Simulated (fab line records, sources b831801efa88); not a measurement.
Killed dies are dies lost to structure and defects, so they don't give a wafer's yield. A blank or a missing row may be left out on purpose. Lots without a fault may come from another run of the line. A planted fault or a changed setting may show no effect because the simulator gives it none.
Chamber matching | flow gf180mcu | GF_SAB_ETCH_11 on rie_diel-01: 4 sister chambers
The step etches SiO2 in C4F8/O2/Ar, target depth 55 nm, time 8.5 s. 18 wafers are shown with their chamber, then 9 later ones without.

WAFERS WITH THEIR CHAMBER
wafer  | chamber | oes_product_au (a.u.)
L075.1 | 2       | 0.995
L075.2 | 0       | 0.990
L075.3 | 1       | 0.992
L076.1 | 1       | 0.986
L076.2 | 2       | 1.002
L076.5 | 1       | 0.999
L079.2 | 0       | 0.994
L079.4 | 2       | 0.997
L079.6 | 0       | 0.984
L081.2 | 0       | 0.989
L081.3 | 2       | 0.994
L081.6 | 0       | 0.991
L084.1 | 0       | 0.992
L084.4 | 1       | 0.992
L084.5 | 0       | 0.996
L085.3 | 1       | 0.982
L085.4 | 2       | 1.009
L085.6 | 3       | 1.010

SIGNATURES (means of the wafers above)
reading        | chamber 0 | chamber 1 | chamber 2 | chamber 3 | scatter within a chamber
oes_product_au | 0.99086   | 0.99020   | 0.99940   | 1.01000   | 0.00542
Rule: a wafer's distance from a chamber is the root of the sum, over the readings, of the square of ((its reading less the chamber's mean) divided by the reading's scatter). The wafer belongs to the nearest chamber; if the next one is less than 2 further off, it can't be placed. The scatter: the root of (the sum of the squares of (reading less its chamber's mean) over the shown wafers, divided by (wafers less chambers)).

WAFERS WITHOUT THEIR CHAMBER
wafer  | oes_product_au (a.u.)
L092.4 | 0.997
L092.5 | 1.011
L092.6 | 0.991
L093.1 | 0.992
L093.2 | 1.020
L093.3 | 0.996
L093.4 | 1.000
L093.5 | 0.994
L093.6 | 1.020

WHICH CHAMBER EACH WENT THROUGH
wafer  | from the rows above               | in truth
L092.4 | can't be placed: 2 or 0 or 1 or 3 | 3
L092.5 | can't be placed: 3 or 2           | 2
L092.6 | can't be placed: 0 or 1 or 2      | 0
L093.1 | can't be placed: 0 or 1 or 2      | 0
L093.2 | can't be placed: 3 or 2           | 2
L093.3 | can't be placed: 2 or 0 or 1 or 3 | 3
L093.4 | can't be placed: 2 or 0 or 1 or 3 | 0
L093.5 | can't be placed: 0 or 1 or 2      | 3
L093.6 | can't be placed: 3 or 2           | 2
Placed correctly: 0 of 9. Can't be placed from these rows: 9 (the true chamber is among the candidates in 8). Placed wrongly: 0.
